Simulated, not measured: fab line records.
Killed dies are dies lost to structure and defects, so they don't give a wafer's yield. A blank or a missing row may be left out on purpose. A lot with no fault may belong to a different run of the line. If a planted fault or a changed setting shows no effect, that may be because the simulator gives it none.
fab line records | flow sky130
[record] lots = 24 | wafers = 72 | last_day = 50
route steps=708 shown VT_ADJUST_LVTN@106 LDD_LDN@302 METAL1@450 VIA1@481 METAL2@489 VIA2@527
lots that met no fault: from a run of the same line without faults
start_h: start of the lot's first displayed wafer, in hours after the record's first day | wait_h: hours from the lot's prior step to this one | " same as the row above | L1.1+2: one row covering several wafers at once | - either no value or no given start | * or withheld: withheld | < > ~ a bound
route shown NAME@n: a module of which the file shows steps, and the number in the route of the first | usual: average and standard deviation across the fault-free wafers | same: alike in all rows | chamber/n: place in a boat | sites: per-site readings | _std_site: standard deviation across them | _edge_site: the outer-site mean with the inner-site mean subtracted | radius_mm: how far each site lies from the wafer's centre | mask NAME#n: copy n | behind: the last tool/chamber to shape the wafer | hold: the reason the lot was held/the length of the hold in hours/how it ended | device: which transistor (n, p or np) failed to switch | end of line: the route-end tests of the same wafers | a step without rows: its recipe alone | killed: dies that structure and defects cost at the first sort, which is not the same as the wafer's yield | map: the dies of a wafer, with x for killed, . for not killed, _ for no die there
set.NAME: the setting as run; set.NAME@STEP: as run at that earlier step | model.NAME: the simulator's own value behind a step, which no gauge read
one table for each step of the route and one row for each wafer, over a sample of lots
services: a tool's chamber out of use, with start hour (start_h, from the record's first day; less than 0 if before it), hours out, and reason
[[steps]]
[step SKY_VT_ADJUST_LVTN_STRIP_09]
[recipe] chemistry = O2/N2 | power_w = 1400 | pressure_mtorr = 1500 | platen_temp_c = withheld | o2_flow_sccm = 3000 | n2_flow_sccm = 300 | overash_fraction = 0.5
[usual] drypump_motor_current_A = 5.73/0.13 | oes_product_au = 0.723/0.0045 | strip_time_to_endpoint_s = 36.93/0.11
lot.wafer | tool            | chamber | start_h | wait_h | drypump_motor_current_A | oes_product_au | rf_hours_counter_h | strip_time_to_endpoint_s
L074.2    | plasma_asher-04 | 0       | 146.91  | 0.1    | 5.75                    | 0.720          | 30                 | 36.74
L074.3    | "               | 1       | "       | "      | 5.85                    | 0.728          | -                  | 36.66
L074.4    | "               | 0       | "       | "      | 5.75                    | 0.722          | -                  | 36.77
L075.4    | plasma_asher-01 | 0       | 151.64  | 0.1    | 5.49                    | 0.722          | -                  | 36.89
L075.5    | "               | 1       | "       | "      | 5.74                    | 0.722          | -                  | 36.92
L075.6    | "               | 0       | "       | "      | 5.49                    | 0.723          | -                  | 36.85
L076.1    | plasma_asher-01 | 1       | 160.01  | 0.1    | 5.75                    | 0.723          | 39                 | 36.92
L076.2    | "               | 0       | "       | "      | 5.49                    | 0.719          | 39                 | 36.92
L076.4    | "               | 1       | "       | "      | 5.72                    | 0.724          | -                  | 37.04
L077.1    | plasma_asher-04 | 1       | 161.82  | 0.1    | 5.86                    | 0.712          | 32                 | 37.10
L077.2    | "               | 0       | "       | "      | 5.76                    | 0.717          | 32                 | 37.09
L077.5    | "               | 1       | "       | "      | 5.89                    | 0.731          | -                  | 37.22
L078.1    | plasma_asher-01 | 0       | 170.01  | 0.1    | 5.49                    | 0.718          | 40                 | 36.98
L078.2    | "               | 1       | "       | "      | 5.74                    | 0.721          | 40                 | 36.86
L078.3    | "               | 1       | "       | "      | 5.75                    | 0.713          | -                  | 36.87
L079.2    | plasma_asher-02 | 1       | 174.82  | 0.1    | 5.88                    | 0.719          | 6                  | 37.08
L079.3    | "               | 0       | "       | "      | 5.61                    | 0.723          | -                  | 37.03
L079.6    | "               | 0       | "       | "      | 5.61                    | 0.725          | -                  | 37.00
L080.1    | plasma_asher-04 | 1       | 183.61  | 0.1    | 5.85                    | 0.726          | 34                 | 36.97
L080.3    | "               | 0       | "       | "      | 5.75                    | 0.728          | -                  | 37.08
L080.6    | "               | 1       | "       | "      | 5.87                    | 0.716          | -                  | 36.95
L081.4    | plasma_asher-01 | 0       | 185.79  | 0.1    | 5.49                    | 0.729          | -                  | 36.77
L081.5    | "               | 0       | "       | "      | 5.49                    | 0.725          | -                  | 36.85
L081.6    | "               | 1       | "       | "      | 5.72                    | 0.725          | -                  | 36.84
L082.4    | plasma_asher-01 | 0       | 195.14  | 0.1    | 5.48                    | 0.728          | -                  | 36.96
L082.5    | "               | 1       | "       | "      | 5.73                    | 0.718          | -                  | 36.98
L082.6    | "               | 0       | "       | "      | 5.49                    | 0.718          | -                  | 36.94
L083.1    | plasma_asher-04 | 0       | 199.62  | 0.1    | 5.75                    | 0.713          | 35                 | 37.02
L083.2    | "               | 1       | "       | "      | 5.87                    | 0.724          | 35                 | 36.94
L083.3    | "               | 1       | "       | "      | 5.87                    | 0.724          | -                  | 36.89
L084.3    | plasma_asher-01 | 0       | 205.49  | 0.1    | 5.47                    | 0.723          | -                  | 36.75
L084.5    | "               | 0       | "       | "      | 5.50                    | 0.730          | -                  | 36.81
L084.6    | "               | 1       | "       | "      | 5.74                    | 0.718          | -                  | 36.75
L085.1    | plasma_asher-04 | 1       | 209.91  | 0.1    | 5.86                    | 0.729          | 36                 | 36.79
L085.2    | "               | 0       | "       | "      | 5.74                    | 0.723          | 36                 | 36.77
L085.5    | "               | 0       | "       | "      | 5.73                    | 0.718          | -                  | 36.85
L086.1    | plasma_asher-04 | 1       | 219.51  | 0.1    | 5.88                    | 0.737          | 37                 | 36.96
L086.2    | "               | 0       | "       | "      | 5.75                    | 0.716          | 37                 | 37.01
L086.5    | "               | 0       | "       | "      | 5.76                    | 0.727          | -                  | 36.96
L087.3    | plasma_asher-02 | 0       | 225.20  | 0.1    | 5.61                    | 0.720          | -                  | 36.91
L087.4    | "               | 1       | "       | "      | 5.89                    | 0.722          | -                  | 36.98
L087.6    | "               | 0       | "       | "      | 5.61                    | 0.723          | -                  | 36.93
L088.2    | plasma_asher-02 | 1       | 234.16  | 0.1    | 5.87                    | 0.728          | 11                 | 37.11
L088.4    | "               | 0       | "       | "      | 5.59                    | 0.721          | -                  | 36.93
L088.6    | "               | 1       | "       | "      | 5.88                    | 0.722          | -                  | 37.04
L089.4    | plasma_asher-02 | 1       | 238.25  | 0.1    | 5.88                    | 0.721          | -                  | 36.97
L089.5    | "               | 1       | "       | "      | 5.84                    | 0.720          | -                  | 36.86
L089.6    | "               | 0       | "       | "      | 5.63                    | 0.719          | -                  | 36.91
L090.1    | plasma_asher-02 | 1       | 253.56  | 0.1    | 5.88                    | 0.717          | 13                 | 36.94
L090.5    | "               | 0       | "       | "      | 5.59                    | 0.717          | -                  | 37.08
L090.6    | "               | 1       | "       | "      | 5.88                    | 0.719          | -                  | 37.14
L091.1    | plasma_asher-02 | 0       | 256.66  | 0.1    | 5.61                    | 0.726          | 13                 | 37.05
L091.4    | "               | 0       | "       | "      | 5.61                    | 0.716          | -                  | 37.06
L091.5    | "               | 0       | "       | "      | 5.62                    | 0.716          | -                  | 37.11
L093.1    | plasma_asher-01 | 0       | 263.86  | 0.1    | 5.48                    | 0.719          | 50                 | 37.07
L093.4    | "               | 0       | "       | "      | 5.49                    | 0.731          | -                  | 36.89
L093.6    | "               | 1       | "       | "      | 5.75                    | 0.726          | -                  | 37.03
L092.1    | plasma_asher-04 | 0       | 264.37  | 0.1    | 5.74                    | 0.725          | 42                 | 36.92
L092.4    | "               | 1       | "       | "      | 5.86                    | 0.723          | -                  | 36.89
L092.5    | "               | 0       | "       | "      | 5.76                    | 0.721          | -                  | 36.98
L094.1    | plasma_asher-02 | 1       | 273.67  | 0.1    | 5.84                    | 0.725          | 15                 | 36.82
L094.3    | "               | 0       | "       | "      | 5.61                    | 0.730          | -                  | 36.85
L094.4    | "               | 1       | "       | "      | 5.85                    | 0.729          | -                  | 36.93
L095.1    | plasma_asher-02 | 0       | 284.37  | 0.1    | 5.61                    | 0.724          | 16                 | 37.04
L095.3    | "               | 1       | "       | "      | 5.88                    | 0.724          | -                  | 36.93
L095.6    | "               | 1       | "       | "      | 5.87                    | 0.720          | -                  | 36.93
L096.1    | plasma_asher-04 | 0       | 295.81  | 0.1    | 5.75                    | 0.719          | 44                 | 36.99
L096.2    | "               | 1       | "       | "      | 5.89                    | 0.719          | 44                 | 37.03
L096.3    | "               | 1       | "       | "      | 5.84                    | 0.727          | -                  | 36.91
L097.3    | plasma_asher-04 | 0       | 304.94  | 0.1    | 5.75                    | 0.722          | -                  | 36.96
L097.4    | "               | 1       | "       | "      | 5.89                    | 0.714          | -                  | 36.86
L097.6    | "               | 0       | "       | "      | 5.75                    | 0.726          | -                  | 36.91
[step SKY_LDD_LDN_TW_MEAS_13]
[usual] LDD_LDN_TW = 1489/6.8
lot.wafer | tool          | chamber | start_h | wait_h | LDD_LDN_TW
L075.4    | film_metro-04 | -       | 543.88  | 0.1    | 1484
L075.5    | "             | -       | "       | "      | 1486
L075.6    | "             | -       | "       | "      | 1479
L074.2    | film_metro-04 | -       | 544.22  | 0.1    | 1483
L074.3    | "             | -       | "       | "      | 1486
L074.4    | "             | -       | "       | "      | 1484
L076.1    | film_metro-03 | -       | 557.36  | 0.1    | 1478
L076.2    | "             | -       | "       | "      | 1481
L076.4    | "             | -       | "       | "      | 1478
L077.1    | film_metro-01 | -       | 559.20  | 0.1    | 1490
L077.2    | "             | -       | "       | "      | 1484
L077.5    | "             | -       | "       | "      | 1489
L078.1    | film_metro-04 | -       | 571.92  | 0.1    | 1494
L078.2    | "             | -       | "       | "      | 1488
L078.3    | "             | -       | "       | "      | 1496
L079.2    | film_metro-01 | -       | 574.56  | 0.1    | 1489
L079.3    | "             | -       | "       | "      | 1494
L079.6    | "             | -       | "       | "      | 1491
L080.1    | film_metro-01 | -       | 585.56  | 0.1    | 1494
L080.3    | "             | -       | "       | "      | 1501
L080.6    | "             | -       | "       | "      | 1500
L081.4    | film_metro-04 | -       | 589.43  | 0.1    | 1477
L081.5    | "             | -       | "       | "      | 1479
L081.6    | "             | -       | "       | "      | 1477
L082.4    | film_metro-01 | -       | 599.30  | 0.1    | 1503
L082.5    | "             | -       | "       | "      | 1500
L082.6    | "             | -       | "       | "      | 1493
L083.1    | film_metro-01 | -       | 607.35  | 0.1    | 1492
L083.2    | "             | -       | "       | "      | 1491
L083.3    | "             | -       | "       | "      | 1497
L084.3    | film_metro-04 | -       | 613.88  | 0.1    | 1490
L084.5    | "             | -       | "       | "      | 1499
L084.6    | "             | -       | "       | "      | 1489
L085.1    | film_metro-01 | -       | 624.50  | 0.1    | 1489
L085.2    | "             | -       | "       | "      | 1484
L085.5    | "             | -       | "       | "      | 1488
L086.1    | film_metro-04 | -       | 630.65  | 0.1    | 1493
L086.2    | "             | -       | "       | "      | 1489
L086.5    | "             | -       | "       | "      | 1492
L087.3    | film_metro-01 | -       | 636.32  | 0.1    | 1499
L087.4    | "             | -       | "       | "      | 1494
L087.6    | "             | -       | "       | "      | 1494
L088.2    | film_metro-03 | -       | 653.42  | 0.1    | 1493
L088.4    | "             | -       | "       | "      | 1487
L088.6    | "             | -       | "       | "      | 1484
L089.4    | film_metro-01 | -       | 656.65  | 0.1    | 1485
L089.5    | "             | -       | "       | "      | 1494
L089.6    | "             | -       | "       | "      | 1497
L090.1    | film_metro-04 | -       | 674.86  | 0.1    | 1489
L090.5    | "             | -       | "       | "      | 1496
L090.6    | "             | -       | "       | "      | 1497
L091.1    | film_metro-04 | -       | 676.41  | 0.1    | 1492
L091.4    | "             | -       | "       | "      | 1489
L091.5    | "             | -       | "       | "      | 1480
L093.1    | film_metro-03 | -       | 680.70  | 0.1    | 1484
L093.4    | "             | -       | "       | "      | 1482
L093.6    | "             | -       | "       | "      | 1486
L092.1    | film_metro-03 | -       | 684.12  | 0.1    | 1480
L092.4    | "             | -       | "       | "      | 1487
L092.5    | "             | -       | "       | "      | 1475
L094.1    | film_metro-04 | -       | 691.36  | 0.1    | 1489
L094.3    | "             | -       | "       | "      | 1488
L094.4    | "             | -       | "       | "      | 1493
L095.1    | film_metro-04 | -       | 708.20  | 0.1    | 1487
L095.3    | "             | -       | "       | "      | 1486
L095.6    | "             | -       | "       | "      | 1490
L096.1    | film_metro-01 | -       | 716.32  | 0.1    | 1495
L096.2    | "             | -       | "       | "      | 1499
L096.3    | "             | -       | "       | "      | 1499
L097.3    | film_metro-03 | -       | 727.17  | 0.1    | 1485
L097.4    | "             | -       | "       | "      | 1484
L097.6    | "             | -       | "       | "      | 1481
[step SKY_METAL1_OVL_MEAS_16]
[usual] METAL1_OVL = 0/5.7
lot.wafer | tool       | chamber | start_h | wait_h | METAL1_OVL[nm]
L075.4    | overlay-02 | -       | 778.91  | 0.1    | 3
L075.5    | "          | -       | "       | "      | 7
L075.6    | "          | -       | "       | "      | -6
L074.2    | overlay-01 | -       | 782.15  | 0.1    | 5
L074.3    | "          | -       | "       | "      | 10
L074.4    | "          | -       | "       | "      | 7
L076.1    | overlay-02 | -       | 792.71  | 0.1    | 3
L076.2    | "          | -       | "       | "      | 6
L076.4    | "          | -       | "       | "      | 12
L077.1    | overlay-02 | -       | 796.35  | 0.1    | -4
L077.2    | "          | -       | "       | "      | -14
L077.5    | "          | -       | "       | "      | -6
L078.1    | overlay-01 | -       | 805.25  | 0.1    | 2
L078.2    | "          | -       | "       | "      | 5
L078.3    | "          | -       | "       | "      | 5
L079.2    | overlay-02 | -       | 807.66  | 0.1    | 4
L079.3    | "          | -       | "       | "      | 3
L079.6    | "          | -       | "       | "      | 4
L080.1    | overlay-02 | -       | 819.19  | 0.1    | -8
L080.3    | "          | -       | "       | "      | -10
L080.6    | "          | -       | "       | "      | -7
L081.4    | overlay-01 | -       | 820.76  | 0.1    | -7
L081.5    | "          | -       | "       | "      | -10
L081.6    | "          | -       | "       | "      | -1
L082.4    | overlay-01 | -       | 830.01  | 0.1    | -7
L082.5    | "          | -       | "       | "      | -2
L082.6    | "          | -       | "       | "      | -1
L083.1    | overlay-01 | -       | 836.74  | 0.1    | 1
L083.2    | "          | -       | "       | "      | 0
L083.3    | "          | -       | "       | "      | -5
L084.3    | overlay-01 | -       | 842.16  | 0.1    | 5
L084.5    | "          | -       | "       | "      | 6
L084.6    | "          | -       | "       | "      | 3
L085.1    | overlay-01 | -       | 852.54  | 0.1    | -10
L085.2    | "          | -       | "       | "      | -5
L085.5    | "          | -       | "       | "      | -4
L086.1    | overlay-02 | -       | 858.19  | 0.1    | 1
L086.2    | "          | -       | "       | "      | -4
L086.5    | "          | -       | "       | "      | 5
L087.3    | overlay-02 | -       | 865.02  | 0.1    | 5
L087.4    | "          | -       | "       | "      | 2
L087.6    | "          | -       | "       | "      | 6
L088.2    | overlay-02 | -       | 877.31  | 0.1    | 0
L088.4    | "          | -       | "       | "      | 1
L088.6    | "          | -       | "       | "      | -4
L089.4    | overlay-02 | -       | 880.61  | 0.1    | -6
L089.5    | "          | -       | "       | "      | -4
L089.6    | "          | -       | "       | "      | -11
L090.1    | overlay-01 | -       | 895.74  | 0.1    | 7
L090.5    | "          | -       | "       | "      | 7
L090.6    | "          | -       | "       | "      | 13
L091.1    | overlay-02 | -       | 900.24  | 0.1    | -4
L091.4    | "          | -       | "       | "      | -2
L091.5    | "          | -       | "       | "      | 0
L093.1    | overlay-01 | -       | 903.49  | 0.1    | 1
L093.4    | "          | -       | "       | "      | 1
L093.6    | "          | -       | "       | "      | 3
L092.1    | overlay-02 | -       | 906.39  | 0.1    | -3
L092.4    | "          | -       | "       | "      | -1
L092.5    | "          | -       | "       | "      | -2
L094.1    | overlay-02 | -       | 911.79  | 0.1    | -4
L094.3    | "          | -       | "       | "      | -1
L094.4    | "          | -       | "       | "      | 0
L095.1    | overlay-01 | -       | 927.74  | 0.1    | -3
L095.3    | "          | -       | "       | "      | -7
L095.6    | "          | -       | "       | "      | -5
L096.1    | overlay-02 | -       | 935.99  | 0.1    | 9
L096.2    | "          | -       | "       | "      | 2
L096.3    | "          | -       | "       | "      | 8
L097.3    | overlay-01 | -       | 945.67  | 0.1    | -5
L097.4    | "          | -       | "       | "      | 4
L097.6    | "          | -       | "       | "      | 4
[step SKY_VIA1_THK_MEAS_23]
[recipe] thk_meas_gauge = xrf | reads = W_of_VIA1_CVD_21
[usual] VIA1_W_THK = 268/3.5
lot.wafer | tool          | chamber | start_h | wait_h | VIA1_W_THK[nm]
L075.4    | film_metro-02 | -       | 807.94  | 0.1    | 275
L075.5    | "             | -       | "       | "      | 274
L075.6    | "             | -       | "       | "      | 273
L074.2    | film_metro-02 | -       | 811.40  | 0.1    | 270
L074.3    | "             | -       | "       | "      | 271
L074.4    | "             | -       | "       | "      | 269
L076.1    | film_metro-01 | -       | 821.39  | 0.1    | 265
L076.2    | "             | -       | "       | "      | 268
L076.4    | "             | -       | "       | "      | 264
L077.1    | film_metro-02 | -       | 825.50  | 0.1    | 273
L077.2    | "             | -       | "       | "      | 273
L077.5    | "             | -       | "       | "      | 272
L078.1    | film_metro-03 | -       | 833.83  | 0.1    | 270
L078.2    | "             | -       | "       | "      | 271
L078.3    | "             | -       | "       | "      | 272
L079.2    | film_metro-01 | -       | 836.80  | 0.1    | 267
L079.3    | "             | -       | "       | "      | 260
L079.6    | "             | -       | "       | "      | 264
L080.1    | film_metro-03 | -       | 847.94  | 0.1    | 273
L080.3    | "             | -       | "       | "      | 268
L080.6    | "             | -       | "       | "      | 269
L081.4    | film_metro-01 | -       | 850.02  | 0.1    | 263
L081.5    | "             | -       | "       | "      | 266
L081.6    | "             | -       | "       | "      | 267
L082.4    | film_metro-02 | -       | 858.34  | 0.1    | 269
L082.5    | "             | -       | "       | "      | 267
L082.6    | "             | -       | "       | "      | 268
L083.1    | film_metro-03 | -       | 864.75  | 0.1    | 269
L083.2    | "             | -       | "       | "      | 267
L083.3    | "             | -       | "       | "      | 268
L084.3    | film_metro-01 | -       | 871.37  | 0.1    | 264
L084.5    | "             | -       | "       | "      | 266
L084.6    | "             | -       | "       | "      | 263
L085.1    | film_metro-02 | -       | 881.10  | 0.1    | 266
L085.2    | "             | -       | "       | "      | 267
L085.5    | "             | -       | "       | "      | 271
L086.1    | film_metro-01 | -       | 886.83  | 0.1    | 267
L086.2    | "             | -       | "       | "      | 263
L086.5    | "             | -       | "       | "      | 264
L087.3    | film_metro-02 | -       | 893.75  | 0.1    | 272
L087.4    | "             | -       | "       | "      | 271
L087.6    | "             | -       | "       | "      | 270
L088.2    | film_metro-03 | -       | 905.50  | 0.1    | 269
L088.4    | "             | -       | "       | "      | 265
L088.6    | "             | -       | "       | "      | 272
L089.4    | film_metro-03 | -       | 908.66  | 0.1    | 271
L089.5    | "             | -       | "       | "      | 270
L089.6    | "             | -       | "       | "      | 266
L090.1    | film_metro-02 | -       | 923.29  | 0.1    | 270
L090.5    | "             | -       | "       | "      | 267
L090.6    | "             | -       | "       | "      | 266
L091.1    | film_metro-01 | -       | 927.62  | 0.1    | 266
L091.4    | "             | -       | "       | "      | 264
L091.5    | "             | -       | "       | "      | 263
L093.1    | film_metro-03 | -       | 930.73  | 0.1    | 267
L093.4    | "             | -       | "       | "      | 265
L093.6    | "             | -       | "       | "      | 266
L092.1    | film_metro-02 | -       | 933.76  | 0.1    | 273
L092.4    | "             | -       | "       | "      | 273
L092.5    | "             | -       | "       | "      | 275
L094.1    | film_metro-01 | -       | 938.84  | 0.1    | 266
L094.3    | "             | -       | "       | "      | 269
L094.4    | "             | -       | "       | "      | 269
L095.1    | film_metro-01 | -       | 954.77  | 0.1    | 266
L095.3    | "             | -       | "       | "      | 265
L095.6    | "             | -       | "       | "      | 264
L096.1    | film_metro-03 | -       | 962.92  | 0.1    | 266
L096.2    | "             | -       | "       | "      | 270
L096.3    | "             | -       | "       | "      | 273
L097.3    | film_metro-03 | -       | 972.46  | 0.1    | 266
L097.4    | "             | -       | "       | "      | 273
L097.6    | "             | -       | "       | "      | 270
[step SKY_METAL2_THK_MEAS_06]
[recipe] thk_meas_gauge = xrf | reads = AlCu_of_METAL2_SPUTTER_02
[usual] METAL2_ALCU_THK = 246.9/2.1
lot.wafer | tool          | chamber | start_h | wait_h | METAL2_ALCU_THK[nm]
L075.4    | film_metro-02 | -       | 808.56  | 0.1    | 247.7
L075.5    | "             | -       | "       | "      | 246.4
L075.6    | "             | -       | "       | "      | 246.5
L074.2    | film_metro-02 | -       | 812.02  | 0.1    | 247.9
L074.3    | "             | -       | "       | "      | 245.4
L074.4    | "             | -       | "       | "      | 247.2
L076.1    | film_metro-02 | -       | 822.01  | 0.1    | 248.9
L076.2    | "             | -       | "       | "      | 250.0
L076.4    | "             | -       | "       | "      | 248.5
L077.1    | film_metro-02 | -       | 826.12  | 0.1    | 247.8
L077.2    | "             | -       | "       | "      | 248.1
L077.5    | "             | -       | "       | "      | 244.4
L078.1    | film_metro-04 | -       | 834.45  | 0.1    | 246.2
L078.2    | "             | -       | "       | "      | 244.6
L078.3    | "             | -       | "       | "      | 246.6
L079.2    | film_metro-04 | -       | 837.42  | 0.1    | 243.7
L079.3    | "             | -       | "       | "      | 243.2
L079.6    | "             | -       | "       | "      | 242.6
L080.1    | film_metro-02 | -       | 848.56  | 0.1    | 247.8
L080.3    | "             | -       | "       | "      | 245.5
L080.6    | "             | -       | "       | "      | 248.3
L081.4    | film_metro-04 | -       | 850.64  | 0.1    | 247.8
L081.5    | "             | -       | "       | "      | 244.8
L081.6    | "             | -       | "       | "      | 245.2
L082.4    | film_metro-02 | -       | 858.96  | 0.1    | 248.9
L082.5    | "             | -       | "       | "      | 248.1
L082.6    | "             | -       | "       | "      | 247.4
L083.1    | film_metro-02 | -       | 865.37  | 0.1    | 246.3
L083.2    | "             | -       | "       | "      | 241.4
L083.3    | "             | -       | "       | "      | 243.8
L084.3    | film_metro-01 | -       | 872.01  | 0.1    | 248.7
L084.5    | "             | -       | "       | "      | 247.9
L084.6    | "             | -       | "       | "      | 248.7
L085.1    | film_metro-01 | -       | 881.72  | 0.1    | 250.9
L085.2    | "             | -       | "       | "      | 249.0
L085.5    | "             | -       | "       | "      | 248.8
L086.1    | film_metro-04 | -       | 887.45  | 0.1    | 248.3
L086.2    | "             | -       | "       | "      | 249.1
L086.5    | "             | -       | "       | "      | 247.6
L087.3    | film_metro-02 | -       | 894.37  | 0.1    | 245.2
L087.4    | "             | -       | "       | "      | 247.9
L087.6    | "             | -       | "       | "      | 244.3
L088.2    | film_metro-04 | -       | 906.11  | 0.1    | 247.2
L088.4    | "             | -       | "       | "      | 247.6
L088.6    | "             | -       | "       | "      | 246.9
L089.4    | film_metro-02 | -       | 909.43  | 0.1    | 243.1
L089.5    | "             | -       | "       | "      | 244.7
L089.6    | "             | -       | "       | "      | 244.7
L090.1    | film_metro-02 | -       | 923.91  | 0.1    | 247.7
L090.5    | "             | -       | "       | "      | 247.8
L090.6    | "             | -       | "       | "      | 245.1
L091.1    | film_metro-04 | -       | 928.24  | 0.1    | 245.5
L091.4    | "             | -       | "       | "      | 246.1
L091.5    | "             | -       | "       | "      | 245.7
L093.1    | film_metro-04 | -       | 931.35  | 0.1    | 245.5
L093.4    | "             | -       | "       | "      | 249.2
L093.6    | "             | -       | "       | "      | 246.0
L092.1    | film_metro-04 | -       | 934.38  | 0.1    | 247.0
L092.4    | "             | -       | "       | "      | 250.6
L092.5    | "             | -       | "       | "      | 249.1
L094.1    | film_metro-02 | -       | 939.46  | 0.1    | 247.8
L094.3    | "             | -       | "       | "      | 251.1
L094.4    | "             | -       | "       | "      | 247.4
L095.1    | film_metro-02 | -       | 955.39  | 0.1    | 244.9
L095.3    | "             | -       | "       | "      | 246.6
L095.6    | "             | -       | "       | "      | 248.6
L096.1    | film_metro-02 | -       | 963.54  | 0.1    | 250.2
L096.2    | "             | -       | "       | "      | 248.3
L096.3    | "             | -       | "       | "      | 249.6
L097.3    | film_metro-01 | -       | 973.08  | 0.1    | 247.7
L097.4    | "             | -       | "       | "      | 246.5
L097.6    | "             | -       | "       | "      | 245.6
[step SKY_VIA2_SPUTTER_20]
[recipe] material = TiN | target_thk_nm = 20 | chamber_pressure_pa = 5 | power_w = 4000 | time_s = 80
[usual] throttle_valve_pct = 30.2/0.8
lot.wafer | tool           | chamber | start_h | wait_h | throttle_valve_pct
L075.4    | pvd_sputter-03 | -       | 862.42  | 0.0    | 29.7
L075.5    | "              | -       | "       | "      | 30.0
L075.6    | "              | -       | "       | "      | 30.1
L074.2    | pvd_sputter-03 | -       | 866.98  | 0.0    | 29.5
L074.3    | "              | -       | "       | "      | 29.7
L074.4    | "              | -       | "       | "      | 29.8
L076.1    | pvd_sputter-03 | -       | 876.58  | 0.0    | 31.1
L076.2    | "              | -       | "       | "      | 30.4
L076.4    | "              | -       | "       | "      | 30.1
L077.1    | pvd_sputter-02 | -       | 881.07  | 0.0    | 29.7
L077.2    | "              | -       | "       | "      | 31.5
L077.5    | "              | -       | "       | "      | 29.0
L078.1    | pvd_sputter-02 | -       | 888.37  | 0.0    | 28.8
L078.2    | "              | -       | "       | "      | 29.0
L078.3    | "              | -       | "       | "      | 31.7
L079.2    | pvd_sputter-03 | -       | 890.27  | 0.0    | 30.8
L079.3    | "              | -       | "       | "      | 30.2
L079.6    | "              | -       | "       | "      | 30.0
L080.1    | pvd_sputter-03 | -       | 902.43  | 0.0    | 29.5
L080.3    | "              | -       | "       | "      | 30.1
L080.6    | "              | -       | "       | "      | 30.1
L081.4    | pvd_sputter-03 | -       | 904.57  | 0.0    | 30.1
L081.5    | "              | -       | "       | "      | 29.9
L081.6    | "              | -       | "       | "      | 29.8
L082.4    | pvd_sputter-04 | -       | 913.08  | 0.0    | 29.3
L082.5    | "              | -       | "       | "      | 29.9
L082.6    | "              | -       | "       | "      | 31.7
L083.1    | pvd_sputter-04 | -       | 918.04  | 0.0    | 30.0
L083.2    | "              | -       | "       | "      | 31.7
L083.3    | "              | -       | "       | "      | 30.4
L084.3    | pvd_sputter-04 | -       | 924.46  | 0.0    | 29.8
L084.5    | "              | -       | "       | "      | 30.1
L084.6    | "              | -       | "       | "      | 30.0
L085.1    | pvd_sputter-03 | -       | 934.60  | 0.0    | 30.0
L085.2    | "              | -       | "       | "      | 31.0
L085.5    | "              | -       | "       | "      | 30.0
L086.1    | pvd_sputter-03 | -       | 939.99  | 0.0    | 30.2
L086.2    | "              | -       | "       | "      | 31.0
L086.5    | "              | -       | "       | "      | 30.5
L087.3    | pvd_sputter-04 | -       | 946.61  | 0.0    | 29.9
L087.4    | "              | -       | "       | "      | 29.3
L087.6    | "              | -       | "       | "      | 31.8
L088.2    | pvd_sputter-03 | -       | 958.23  | 0.0    | 30.2
L088.4    | "              | -       | "       | "      | 29.6
L088.6    | "              | -       | "       | "      | 29.4
L089.4    | pvd_sputter-02 | -       | 961.73  | 0.0    | 29.7
L089.5    | "              | -       | "       | "      | 31.8
L089.6    | "              | -       | "       | "      | 29.1
L090.1    | pvd_sputter-02 | -       | 974.54  | 0.0    | 30.2
L090.5    | "              | -       | "       | "      | 31.5
L090.6    | "              | -       | "       | "      | 28.9
L091.1    | pvd_sputter-03 | -       | 978.66  | 0.0    | 30.2
L091.4    | "              | -       | "       | "      | 30.2
L091.5    | "              | -       | "       | "      | 30.7
L093.1    | pvd_sputter-02 | -       | 982.84  | 0.0    | 29.0
L093.4    | "              | -       | "       | "      | 29.2
L093.6    | "              | -       | "       | "      | 31.1
L092.1    | pvd_sputter-04 | -       | 985.13  | 0.0    | 29.4
L092.4    | "              | -       | "       | "      | 29.9
L092.5    | "              | -       | "       | "      | 30.2
L094.1    | pvd_sputter-02 | -       | 990.12  | 0.0    | 29.4
L094.3    | "              | -       | "       | "      | 29.0
L094.4    | "              | -       | "       | "      | 29.9
L095.1    | pvd_sputter-02 | -       | 1004.69 | 0.0    | 29.8
L095.3    | "              | -       | "       | "      | 31.4
L095.6    | "              | -       | "       | "      | 29.3
L096.1    | pvd_sputter-04 | -       | 1013.08 | 0.0    | 29.8
L096.2    | "              | -       | "       | "      | 31.7
L096.3    | "              | -       | "       | "      | 30.3
L097.3    | pvd_sputter-04 | -       | 1022.34 | 0.0    | 30.0
L097.4    | "              | -       | "       | "      | 29.9
L097.6    | "              | -       | "       | "      | 30.4
[[services]]
tool            | chamber | start_h | hours | kind
pvd_sputter-02  | -       | 135.26  | 2.8   | repair
plasma_asher-02 | -       | 177.45  | 1.0   | repair
plasma_asher-04 | -       | 186.93  | 1.3   | repair
pvd_sputter-04  | -       | 190.94  | 4.8   | repair
pvd_sputter-03  | -       | 230.99  | 3.2   | repair
pvd_sputter-03  | -       | 262.95  | 2.0   | repair
plasma_asher-04 | -       | 284.23  | 1.8   | repair
pvd_sputter-03  | -       | 310.82  | 4.2   | repair
plasma_asher-02 | -       | 312.04  | 15.6  | pm
plasma_asher-02 | -       | 359.09  | 2.8   | pm
pvd_sputter-03  | -       | 439.70  | 4.8   | repair
pvd_sputter-03  | -       | 441.95  | 2.9   | repair
plasma_asher-02 | -       | 442.21  | 5.1   | repair
pvd_sputter-03  | -       | 576.23  | 1.5   | repair
plasma_asher-04 | -       | 779.63  | 7.0   | repair
plasma_asher-02 | -       | 804.42  | 7.0   | repair
plasma_asher-02 | -       | 807.10  | 13.7  | repair
pvd_sputter-03  | -       | 814.96  | 2.6   | repair
plasma_asher-02 | -       | 840.58  | 9.4   | pm
pvd_sputter-03  | -       | 858.00  | 2.0   | repair
plasma_asher-04 | -       | 860.76  | 4.6   | repair
plasma_asher-04 | -       | 899.08  | 2.8   | pm
pvd_sputter-03  | -       | 911.76  | 4.0   | repair
plasma_asher-02 | -       | 1001.02 | 6.4   | repair
[[key]]
fault none
